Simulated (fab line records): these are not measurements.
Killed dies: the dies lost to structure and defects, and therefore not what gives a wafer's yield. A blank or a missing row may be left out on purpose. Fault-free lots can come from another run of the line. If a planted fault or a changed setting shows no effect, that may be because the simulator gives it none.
fab line records    flow sky130
record: lots: 14  wafers: 42  last_day: 50
route steps=708 shown VIA1@460 PAD_OPEN@708
lots that met no fault: taken from a fault-free run of the same line
start_h: hours from the record's first day to the start of the lot's first wafer shown    wait_h: hours since the lot's step before    " the same as in the row above    L1.1+2: a row that stands for several wafers    - no value present, or no start provided    * or withheld: withheld    < > ~ a bound
route shown NAME@n: a module of which the file shows steps, and the number in the route of the first    usual: mean and standard deviation over wafers with no fault    same: alike in all rows    chamber/n: place in a boat    sites: the reading at each site    _std_site: how widely they spread, as a standard deviation    _edge_site: the outer-site mean with the inner-site mean subtracted    radius_mm: how far each site lies from the wafer's centre    mask NAME#n: copy n    behind: tool/chamber where the wafer was last shaped    hold: why the lot went on hold/how many hours it stayed there/how the hold came to an end    device: which transistor (n, p or np) failed to switch    end of line: tests of these same wafers at the route's end    where a step has no rows: the recipe by itself    killed: dies that structure and defects cost at the first sort, which is not the same as the wafer's yield    map: dies across one wafer; x = killed, . = not, _ = none there
set.NAME: the run value of the setting; set.NAME@STEP: its run value at that earlier step    model.NAME: the simulator's own value behind a step, which no gauge read
one table for each step of the route and one row for each wafer, over a sample of lots
services: a tool's chamber out of use, with start hour (start_h, from the record's first day; less than 0 if before it), hours out, and reason
== steps ==
step: SKY_VIA1_CMP_02
recipe: material: SiO2  down_force_psi: 4  platen_rpm: 60  pad_velocity_m_s: 0.94248
usual: motor_current_A: 11.6/1  slurry_flow_ml_min: 150.0/0.51
lot.wafer  tool    chamber  start_h  wait_h  motor_current_A  slurry_flow_ml_min
L808.1     cmp-02  2        756.89   0.1     11.2             150.0
L808.4     "       0        "        "       12.6             150.5
L808.6     "       1        "        "       9.3              150.0
L809.3     cmp-01  1        766.64   0.0     12.0             149.8
L809.1     "       2        "        "       12.2             149.6
L809.4     "       3        "        "       10.4             150.2
L810.2     cmp-01  2        785.61   0.1     12.5             149.6
L810.6     "       0        "        "       12.0             150.2
L810.5     "       1        "        "       11.5             150.0
L811.1     cmp-02  0        799.41   0.1     12.8             150.5
L811.3     "       1        "        "       10.1             150.2
L811.6     "       0        "        "       12.4             150.2
L813.4     cmp-01  1        801.53   0.0     12.2             149.7
L813.3     "       3        "        "       11.1             149.7
L813.2     "       0        "        "       11.3             151.0
L815.4     cmp-02  2        819.49   0.0     11.3             150.3
L815.2     "       1        "        "       9.6              148.7
L815.5     "       2        "        "       10.9             150.6
L816.2     cmp-01  2        827.16   0.1     12.3             149.9
L816.4     "       0        "        "       11.0             149.7
L816.6     "       2        "        "       12.6             150.0
L818.2     cmp-02  1        844.49   0.0     9.6              150.5
L818.1     "       0        "        "       12.1             150.5
L818.5     "       2        "        "       11.5             149.3
L824.4     cmp-01  3        884.70   0.1     10.7             149.8
L824.2     "       0        "        "       11.2             149.9
L824.5     "       3        "        "       10.7             149.8
L825.3     cmp-02  1        892.06   0.1     9.8              149.6
L825.1     "       3        "        "       13.8             149.7
L825.6     "       0        "        "       12.5             150.3
L826.2     cmp-02  3        893.41   0.0     13.1             150.0
L826.1     "       0        "        "       12.2             149.5
L826.4     "       1        "        "       9.8              149.2
L827.2     cmp-01  3        908.93   0.0     11.4             149.9
L827.1     "       0        "        "       11.4             149.9
L827.5     "       3        "        "       11.5             149.7
L828.3     cmp-01  0        916.94   0.2     11.2             150.2
L828.5     "       2        "        "       11.9             150.5
L828.6     "       3        "        "       10.9             150.6
L831.4     cmp-02  2        948.92   0.0     11.7             150.3
L831.2     "       3        "        "       13.9             149.8
L831.1     "       0        "        "       11.9             149.8
step: SKY_PAD_OPEN_PROBE_99
usual: defect_limited_yield: 82.4/1.9  killed_at_M0_to_M3: 44/7.2  killed_at_M4_up: 3.4/2.1  killed_at_contacts: 24/5.5  killed_at_front_end: 15/4.6  killed_at_other: 0.4/0.64  killed_dies: 86/9.1  killed_on_rim: 17/3.8  killed_open: 47/7.5  killed_short: 39/5.8  sort_bin_3_pad_short: 0.9/0.41  sort_bin_5_function: 10.4/1.5  sort_bin_6_memory: 6.3/1.2  sort_n_pass: 406/9.1  sort_yield_pct: 82.4/1.9
same: gross_dies: 492  killed_at_back_side: 0  sort_bin_4_leakage[%]: 0  sort_bin_8_speed[%]: 0
lot.wafer  tool       chamber  start_h  wait_h  hold                      defect_limited_yield[%]  killed_at_M0_to_M3  killed_at_M4_up  killed_at_contacts  killed_at_front_end  killed_at_other  killed_dies  killed_on_rim  killed_open  killed_short  sort_bin_3_pad_short[%]  sort_bin_5_function[%]  sort_bin_6_memory[%]  sort_n_pass  sort_yield_pct[%]
L808.1     prober-01  -        1066.41  0.1     -                         83.3                     46                  1                17                  18                   0                82           11             50           32            0.6                      11.0                    5.1                   410          83.3
L808.4     prober-01  -        1066.56  0.2     -                         82.1                     41                  8                21                  18                   0                88           13             51           37            1.4                      10.2                    6.3                   404          82.1
L808.6     prober-01  -        1066.66  0.2     -                         81.1                     47                  4                23                  18                   1                93           17             54           39            0.4                      11.6                    6.9                   399          81.1
L809.1     prober-02  -        1078.27  0.1     -                         83.7                     36                  4                26                  14                   0                80           19             48           32            0.6                      9.1                     6.5                   412          83.7
L809.3     prober-02  -        1078.37  0.2     -                         79.7                     48                  3                23                  25                   1                100          11             53           46            1.0                      13.4                    5.9                   392          79.7
L809.4     prober-02  -        1078.42  0.2     -                         84.1                     39                  1                23                  15                   0                78           13             39           39            1.2                      9.6                     5.1                   414          84.1
L810.2     prober-01  -        1089.73  0.1     -                         82.9                     43                  5                24                  12                   0                84           11             49           35            0.8                      10.8                    5.5                   408          82.9
L810.5     prober-01  -        1089.88  0.2     -                         84.6                     35                  5                23                  13                   0                76           15             37           39            1.0                      8.9                     5.5                   416          84.6
L810.6     prober-01  -        1089.93  0.2     -                         80.7                     49                  4                29                  13                   0                95           16             53           42            0.8                      11.8                    6.7                   397          80.7
L811.1     prober-01  -        1101.01  0.1     -                         82.7                     32                  0                35                  18                   0                85           16             46           39            1.2                      8.1                     7.9                   407          82.7
L811.3     prober-01  -        1101.11  0.2     -                         83.5                     40                  6                23                  11                   1                81           17             45           36            0.8                      8.7                     6.9                   411          83.5
L811.6     prober-01  -        1101.26  0.2     -                         84.3                     33                  9                23                  12                   0                77           22             39           38            1.4                      8.9                     5.3                   415          84.3
L813.2     prober-02  -        1102.21  0.1     -                         83.3                     40                  3                27                  12                   0                82           15             40           42            1.6                      9.6                     5.5                   410          83.3
L813.3     prober-02  -        1102.26  0.2     -                         80.5                     49                  2                29                  15                   1                96           15             59           37            1.4                      11.8                    6.3                   396          80.5
L813.4     prober-02  -        1102.31  0.2     -                         81.3                     49                  0                29                  14                   0                92           22             48           44            0.8                      11.2                    6.7                   400          81.3
L815.2     prober-02  -        1116.87  0.1     -                         83.9                     39                  3                20                  17                   0                79           15             41           38            1.6                      9.3                     5.1                   413          83.9
L815.4     prober-02  -        1116.97  0.2     -                         81.1                     41                  7                25                  20                   0                93           16             49           44            1.2                      10.0                    7.7                   399          81.1
L815.5     prober-02  -        1117.02  0.2     -                         81.9                     37                  6                29                  16                   1                89           16             48           41            0.6                      12.6                    4.9                   403          81.9
L816.2     prober-01  -        1122.18  0.1     -                         82.5                     56                  7                10                  13                   0                86           23             57           29            0.2                      12.4                    4.9                   406          82.5
L816.4     prober-01  -        1122.28  0.2     -                         83.1                     35                  0                32                  15                   1                83           17             41           42            0.4                      10.4                    6.1                   409          83.1
L816.6     prober-01  -        1122.38  0.2     -                         85.0                     36                  1                18                  18                   1                74           16             40           33            0.4                      8.5                     6.1                   418          85.0
L818.1     prober-01  -        1135.86  0.1     -                         82.3                     45                  6                26                  9                    1                87           10             42           45            0.6                      8.1                     8.9                   405          82.3
L818.2     prober-01  -        1135.91  0.1     -                         82.7                     46                  4                18                  17                   0                85           16             49           36            1.0                      11.4                    4.9                   407          82.7
L818.5     prober-01  -        1136.06  0.2     -                         83.7                     38                  7                28                  7                    0                80           17             42           38            1.0                      10.8                    4.5                   412          83.7
L824.2     prober-01  -        1163.16  0.1     -                         79.5                     56                  7                23                  14                   1                101          19             55           46            1.0                      13.0                    6.5                   391          79.5
L824.4     prober-01  -        1163.26  0.2     -                         83.9                     48                  2                23                  6                    0                79           19             44           35            0.8                      9.1                     6.1                   413          83.9
L824.5     prober-01  -        1163.31  0.2     -                         87.0                     36                  3                9                   16                   0                64           12             31           32            0.6                      8.3                     4.1                   428          87.0
L825.1     prober-02  -        1169.85  0.1     await_dispo/1.8h/release  51.0                     197                 4                24                  15                   1                241          52             49           29            3.0                      31.7                    14.2                  251          51.0
L825.3     prober-02  -        1169.95  0.2     await_dispo/1.8h/release  56.3                     182                 0                21                  12                   0                215          36             40           36            2.8                      26.2                    14.6                  277          56.3
L825.6     prober-02  -        1170.10  0.2     await_dispo/1.8h/release  52.8                     195                 2                21                  14                   0                232          49             53           33            3.0                      25.6                    18.5                  260          52.8
L826.1     prober-01  -        1170.86  0.1     await_dispo/1.6h/release  57.3                     177                 4                17                  12                   0                210          42             34           41            3.3                      25.0                    14.4                  282          57.3
L826.2     prober-01  -        1170.91  0.1     await_dispo/1.6h/release  57.1                     177                 2                21                  11                   0                211          45             32           44            2.2                      25.6                    15.0                  281          57.1
L826.4     prober-01  -        1171.01  0.2     await_dispo/1.6h/release  56.9                     183                 4                19                  6                    0                212          41             32           35            2.2                      28.3                    12.6                  280          56.9
L827.1     prober-02  -        1181.16  0.1     -                         83.3                     42                  3                26                  11                   0                82           15             47           34            0.4                      10.0                    6.3                   410          83.3
L827.2     prober-02  -        1181.21  0.1     -                         85.4                     37                  5                20                  10                   0                72           12             34           37            0.6                      8.7                     5.3                   420          85.4
L827.5     prober-02  -        1181.36  0.2     -                         85.4                     44                  1                12                  14                   1                72           17             40           32            0.4                      8.7                     5.5                   420          85.4
L828.3     prober-01  -        1186.44  0.2     -                         81.1                     55                  1                27                  9                    1                93           23             54           38            1.2                      10.4                    7.3                   399          81.1
L828.5     prober-01  -        1186.54  0.2     -                         85.4                     33                  2                26                  11                   0                72           11             39           33            1.0                      8.5                     5.1                   420          85.4
L828.6     prober-01  -        1186.59  0.2     -                         83.9                     46                  4                20                  9                    0                79           8              33           46            1.0                      8.3                     6.7                   413          83.9
L831.1     prober-01  -        1205.47  0.1     -                         81.9                     50                  4                21                  14                   0                89           12             53           35            0.6                      12.4                    5.1                   403          81.9
L831.2     prober-01  -        1205.52  0.1     -                         79.3                     49                  2                35                  16                   0                102          19             57           45            0.8                      12.4                    7.5                   390          79.3
L831.4     prober-01  -        1205.62  0.2     -                         81.9                     45                  6                21                  17                   0                89           18             49           40            0.8                      11.8                    5.5                   403          81.9
killed by level:class
L808.1 VIA1:geometric_particle:open=16 FIELD_ISO:geometric_particle:open=9 VIA3:geometric_particle:open=8 FIELD_ISO:geometric_particle:short=7 CONTACT:geometric_particle:open=7 METAL1:geometric_particle:short=7 VIA2:geometric_particle:open=5 LI_CONTACT:geometric_particle:short=4
L808.4 VIA3:geometric_particle:open=10 VIA1:geometric_particle:open=8 CONTACT:geometric_particle:open=7 FIELD_ISO:geometric_particle:open=6 FIELD_ISO:geometric_particle:short=5 METAL2:geometric_particle:short=5 METAL4:geometric_particle:short=5 LOCAL_INTERCONNECT:geometric_particle:open=4
L808.6 LI_CONTACT:geometric_particle:open=9 VIA1:geometric_particle:open=8 METAL1:geometric_particle:short=7 VIA2:geometric_particle:open=7 CONTACT:geometric_particle:open=6 METAL2:geometric_particle:short=6 VIA3:geometric_particle:open=6 FIELD_ISO:geometric_particle:open=5
L809.1 LI_CONTACT:geometric_particle:open=11 VIA2:geometric_particle:open=8 VIA1:geometric_particle:open=7 CONTACT:geometric_particle:short=6 CONTACT:geometric_particle:open=5 VIA3:geometric_particle:open=5 FIELD_ISO:geometric_particle:short=4 POLY_GATE:geometric_particle:open=4
L809.3 VIA1:geometric_particle:open=10 VIA2:geometric_particle:open=8 VIA3:geometric_particle:open=8 CONTACT:geometric_particle:short=7 POLY_GATE:geometric_particle:short=6 POLY_GATE:geometric_particle:open=6 LI_CONTACT:geometric_particle:open=6 CONTACT:geometric_particle:open=6
L809.4 CONTACT:geometric_particle:open=9 LOCAL_INTERCONNECT:geometric_particle:short=7 VIA3:geometric_particle:open=6 METAL1:geometric_particle:short=6 METAL2:geometric_particle:short=5 VIA1:geometric_particle:open=5 VIA2:geometric_particle:open=5 VIA3:geometric_particle:short=5
L810.2 VIA1:geometric_particle:open=14 VIA3:geometric_particle:open=8 CONTACT:geometric_particle:open=6 VIA2:geometric_particle:open=6 VIA1:geometric_particle:short=5 METAL4:geometric_particle:short=5 VIA3:geometric_particle:short=5 FIELD_ISO:geometric_particle:open=4
L810.5 CONTACT:geometric_particle:open=9 VIA1:geometric_particle:open=8 METAL1:geometric_particle:short=8 VIA3:geometric_particle:open=6 POLY_GATE:geometric_particle:short=5 LI_CONTACT:geometric_particle:open=5 METAL2:geometric_particle:short=5 LOCAL_INTERCONNECT:geometric_particle:short=4
L810.6 VIA3:geometric_particle:open=12 LI_CONTACT:geometric_particle:open=11 CONTACT:geometric_particle:open=8 VIA1:geometric_particle:open=8 LOCAL_INTERCONNECT:geometric_particle:short=6 VIA1:geometric_particle:short=6 VIA2:geometric_particle:open=6 FIELD_ISO:geometric_particle:short=4
L811.1 VIA1:geometric_particle:open=11 LOCAL_INTERCONNECT:geometric_particle:short=10 CONTACT:geometric_particle:open=9 LI_CONTACT:geometric_particle:open=8 POLY_GATE:geometric_particle:open=5 METAL1:geometric_particle:short=5 POLY_GATE:geometric_particle:short=4 VIA1:geometric_particle:short=4
L811.3 LI_CONTACT:geometric_particle:open=10 VIA1:geometric_particle:open=10 VIA2:geometric_particle:open=7 CONTACT:geometric_particle:open=6 METAL1:geometric_particle:short=6 METAL4:geometric_particle:short=5 POLY_GATE:geometric_particle:short=4 VIA1:geometric_particle:short=4
L811.6 VIA1:geometric_particle:open=9 LI_CONTACT:geometric_particle:open=8 METAL2:geometric_particle:short=6 METAL4:geometric_particle:short=6 POLY_GATE:geometric_particle:short=5 VIA3:geometric_particle:open=5 CONTACT:geometric_particle:short=4 CONTACT:geometric_particle:open=4
L813.2 VIA3:geometric_particle:open=10 LI_CONTACT:geometric_particle:open=8 METAL2:geometric_particle:short=8 POLY_GATE:geometric_particle:short=7 CONTACT:geometric_particle:open=7 METAL1:geometric_particle:short=6 LOCAL_INTERCONNECT:geometric_particle:short=4 CONTACT:geometric_particle:short=4
L813.3 CONTACT:geometric_particle:open=13 VIA1:geometric_particle:open=13 LI_CONTACT:geometric_particle:open=7 VIA3:geometric_particle:open=7 VIA2:geometric_particle:open=7 POLY_GATE:geometric_particle:open=5 METAL1:geometric_particle:short=5 VIA1:geometric_particle:short=5
L813.4 CONTACT:geometric_particle:open=12 VIA1:geometric_particle:open=11 VIA3:geometric_particle:open=7 LI_CONTACT:geometric_particle:short=7 METAL2:geometric_particle:short=6 CONTACT:geometric_particle:short=6 FIELD_ISO:geometric_particle:short=4 VIA3:geometric_particle:short=4
L815.2 CONTACT:geometric_particle:open=8 VIA2:geometric_particle:open=7 VIA1:geometric_particle:open=6 METAL3:geometric_particle:short=6 POLY_GATE:geometric_particle:open=5 LI_CONTACT:geometric_particle:open=5 VIA1:geometric_particle:short=5 LOCAL_INTERCONNECT:geometric_particle:short=4
L815.4 VIA1:geometric_particle:open=15 CONTACT:geometric_particle:open=8 METAL2:geometric_particle:short=6 FIELD_ISO:geometric_particle:open=5 CONTACT:geometric_particle:short=5 LOCAL_INTERCONNECT:geometric_particle:short=5 METAL4:geometric_particle:short=5 METAL1:geometric_particle:short=4
L815.5 CONTACT:geometric_particle:open=15 VIA1:geometric_particle:open=9 POLY_GATE:geometric_particle:open=6 METAL1:geometric_particle:short=6 METAL4:geometric_particle:short=6 LI_CONTACT:geometric_particle:open=5 LOCAL_INTERCONNECT:geometric_particle:short=5 FIELD_ISO:geometric_particle:short=4
L816.2 VIA1:geometric_particle:open=13 VIA2:geometric_particle:open=9 FIELD_ISO:geometric_particle:open=8 VIA3:geometric_particle:open=8 METAL2:geometric_particle:short=6 CONTACT:geometric_particle:open=5 VIA2:geometric_particle:short=4 METAL3:geometric_particle:short=4
L816.4 CONTACT:geometric_particle:open=9 VIA3:geometric_particle:open=7 LI_CONTACT:geometric_particle:short=6 FIELD_ISO:geometric_particle:open=5 LOCAL_INTERCONNECT:geometric_particle:short=5 CONTACT:geometric_particle:short=5 METAL1:geometric_particle:short=5 METAL2:geometric_particle:short=5
L816.6 VIA1:geometric_particle:open=9 METAL2:geometric_particle:short=7 CONTACT:geometric_particle:open=6 LI_CONTACT:geometric_particle:open=5 METAL1:geometric_particle:short=5 VIA3:geometric_particle:open=5 FIELD_ISO:geometric_particle:short=4 FIELD_ISO:geometric_particle:open=4
L818.1 VIA1:geometric_particle:open=13 CONTACT:geometric_particle:open=11 METAL1:geometric_particle:short=6 VIA3:geometric_particle:short=6 CONTACT:geometric_particle:short=5 LOCAL_INTERCONNECT:geometric_particle:short=4 VIA2:geometric_particle:open=4 METAL4:geometric_particle:short=4
L818.2 VIA1:geometric_particle:open=11 VIA3:geometric_particle:short=7 VIA3:geometric_particle:open=6 CONTACT:geometric_particle:open=6 METAL2:geometric_particle:short=6 LI_CONTACT:geometric_particle:open=5 POLY_GATE:geometric_particle:open=4 POLY_GATE:geometric_particle:short=4
L818.5 CONTACT:geometric_particle:open=11 VIA1:geometric_particle:open=7 METAL3:geometric_particle:short=6 LI_CONTACT:geometric_particle:open=6 CONTACT:geometric_particle:short=6 VIA3:geometric_particle:open=6 METAL2:geometric_particle:short=5 VIA2:geometric_particle:open=5
L824.2 VIA1:geometric_particle:open=15 LI_CONTACT:geometric_particle:open=10 VIA3:geometric_particle:open=7 METAL4:geometric_particle:short=7 METAL1:geometric_particle:short=6 METAL2:geometric_particle:short=6 VIA2:geometric_particle:open=6 LOCAL_INTERCONNECT:geometric_particle:short=5
L824.4 VIA1:geometric_particle:open=11 CONTACT:geometric_particle:open=9 METAL2:geometric_particle:short=9 VIA3:geometric_particle:open=7 METAL1:geometric_particle:short=6 LI_CONTACT:geometric_particle:open=5 LOCAL_INTERCONNECT:geometric_particle:short=5 VIA2:geometric_particle:open=4
L824.5 VIA2:geometric_particle:open=6 VIA1:geometric_particle:open=6 VIA1:geometric_particle:short=6 CONTACT:geometric_particle:open=5 FIELD_ISO:geometric_particle:short=4 POLY_GATE:geometric_particle:short=4 VIA3:geometric_particle:open=4 METAL1:geometric_particle:short=4
L825.1 VIA1:unspecified=160 VIA1:geometric_particle:open=11 CONTACT:geometric_particle:open=10 POLY_GATE:geometric_particle:short=6 VIA3:geometric_particle:open=6 LOCAL_INTERCONNECT:geometric_particle:short=6 VIA2:geometric_particle:open=6 LI_CONTACT:geometric_particle:open=5
L825.3 VIA1:unspecified=139 VIA1:geometric_particle:open=11 LI_CONTACT:geometric_particle:open=8 METAL1:geometric_particle:short=7 METAL2:geometric_particle:short=6 VIA2:geometric_particle:open=5 VIA3:geometric_particle:open=5 POLY_GATE:geometric_particle:short=4
L825.6 VIA1:unspecified=145 VIA1:geometric_particle:open=15 VIA3:geometric_particle:open=14 LI_CONTACT:geometric_particle:open=8 POLY_GATE:geometric_particle:short=5 LOCAL_INTERCONNECT:geometric_particle:short=5 METAL1:geometric_particle:short=5 POLY_GATE:geometric_particle:open=4
L826.1 VIA1:unspecified=135 METAL1:geometric_particle:short=9 VIA1:geometric_particle:open=8 VIA3:geometric_particle:open=6 CONTACT:geometric_particle:short=5 CONTACT:geometric_particle:open=4 VIA1:geometric_particle:short=4 VIA2:geometric_particle:short=4
L826.2 VIA1:unspecified=135 VIA1:geometric_particle:open=11 LI_CONTACT:geometric_particle:short=6 VIA1:geometric_particle:short=6 LOCAL_INTERCONNECT:geometric_particle:short=5 VIA3:geometric_particle:open=5 VIA3:geometric_particle:short=5 POLY_GATE:geometric_particle:open=4
L826.4 VIA1:unspecified=145 VIA1:geometric_particle:open=11 LI_CONTACT:geometric_particle:open=7 LOCAL_INTERCONNECT:geometric_particle:short=5 METAL2:geometric_particle:short=5 CONTACT:geometric_particle:open=4 VIA1:geometric_particle:short=4 VIA3:geometric_particle:open=4
L827.1 CONTACT:geometric_particle:open=10 VIA1:geometric_particle:open=9 LI_CONTACT:geometric_particle:open=6 METAL2:geometric_particle:short=6 VIA2:geometric_particle:open=6 METAL1:geometric_particle:short=5 FIELD_ISO:geometric_particle:short=5 LOCAL_INTERCONNECT:geometric_particle:short=5
L827.2 CONTACT:geometric_particle:open=11 METAL1:geometric_particle:short=8 VIA2:geometric_particle:open=6 VIA1:geometric_particle:open=6 VIA1:geometric_particle:short=5 VIA3:geometric_particle:short=4 LI_CONTACT:geometric_particle:open=3 CONTACT:geometric_particle:short=3
L827.5 VIA3:geometric_particle:open=12 VIA1:geometric_particle:open=8 VIA2:geometric_particle:open=6 METAL2:geometric_particle:short=5 FIELD_ISO:geometric_particle:open=4 CONTACT:geometric_particle:open=4 FIELD_ISO:geometric_particle:short=3 POLY_GATE:geometric_particle:short=3
L828.3 VIA1:geometric_particle:open=15 CONTACT:geometric_particle:open=10 VIA3:geometric_particle:open=8 VIA2:geometric_particle:open=7 LI_CONTACT:geometric_particle:open=6 METAL2:geometric_particle:short=6 VIA3:geometric_particle:short=5 LOCAL_INTERCONNECT:geometric_particle:short=5
L828.5 CONTACT:geometric_particle:open=10 LI_CONTACT:geometric_particle:open=6 VIA1:geometric_particle:open=5 METAL2:geometric_particle:short=5 POLY_GATE:geometric_particle:open=4 METAL1:geometric_particle:short=4 VIA2:geometric_particle:open=4 VIA3:geometric_particle:short=4
L828.6 LI_CONTACT:geometric_particle:open=8 VIA1:geometric_particle:open=8 VIA1:geometric_particle:short=7 METAL2:geometric_particle:short=7 VIA2:geometric_particle:short=6 METAL3:geometric_particle:short=4 VIA3:geometric_particle:open=4 METAL4:geometric_particle:short=4
L831.1 CONTACT:geometric_particle:open=12 VIA1:geometric_particle:open=12 METAL2:geometric_particle:short=11 VIA2:geometric_particle:open=9 LI_CONTACT:geometric_particle:open=4 METAL1:geometric_particle:short=4 VIA3:geometric_particle:open=4 FIELD_ISO:geometric_particle:open=3
L831.2 CONTACT:geometric_particle:open=16 VIA1:geometric_particle:open=12 LI_CONTACT:geometric_particle:open=8 METAL3:geometric_particle:short=7 METAL2:geometric_particle:short=6 METAL1:geometric_particle:short=5 VIA1:geometric_particle:short=5 VIA2:geometric_particle:open=5
L831.4 VIA1:geometric_particle:open=15 CONTACT:geometric_particle:open=9 FIELD_ISO:geometric_particle:short=8 VIA1:geometric_particle:short=7 POLY_GATE:geometric_particle:open=5 METAL1:geometric_particle:short=5 VIA3:geometric_particle:open=5 METAL2:geometric_particle:short=4
== services ==
tool    chamber  start_h  hours  kind
cmp-02  -        744.00   4.0    pm
cmp-02  -        748.00   -      consumable_replace:conditioner
cmp-02  -        748.00   -      consumable_replace:pad
cmp-02  -        788.03   1.2    repair
cmp-01  -        867.64   3.6    pm
cmp-01  -        871.36   1.3    repair
cmp-01  -        912.00   4.0    pm
cmp-01  -        916.00   -      consumable_replace:conditioner
cmp-01  -        916.00   -      consumable_replace:pad
cmp-01  -        921.31   1.1    repair
cmp-02  -        941.45   0.8    repair
== key ==
first_sign: step: SKY_PAD_OPEN_PROBE_99  reading: killed_at_M0_to_M3  direction: up  sigmas: 20  usual: 44  struck: 185
effect: step: SKY_PAD_OPEN_PROBE_99  reading: defect_limited_yield  direction: down  sigmas: 15  usual: 82.4  struck: 55.3
met_at SKY_VIA1_CMP_02
struck_lots L825,L826
onset_between 844.49 892.06
fault: kind: chamber_particle_source  tool: cmp-02  chamber: -  onset_h: 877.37  steps: SKY_VIA1_CMP_02  rate_per_visit_cm2: 0.70391  end_h: 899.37
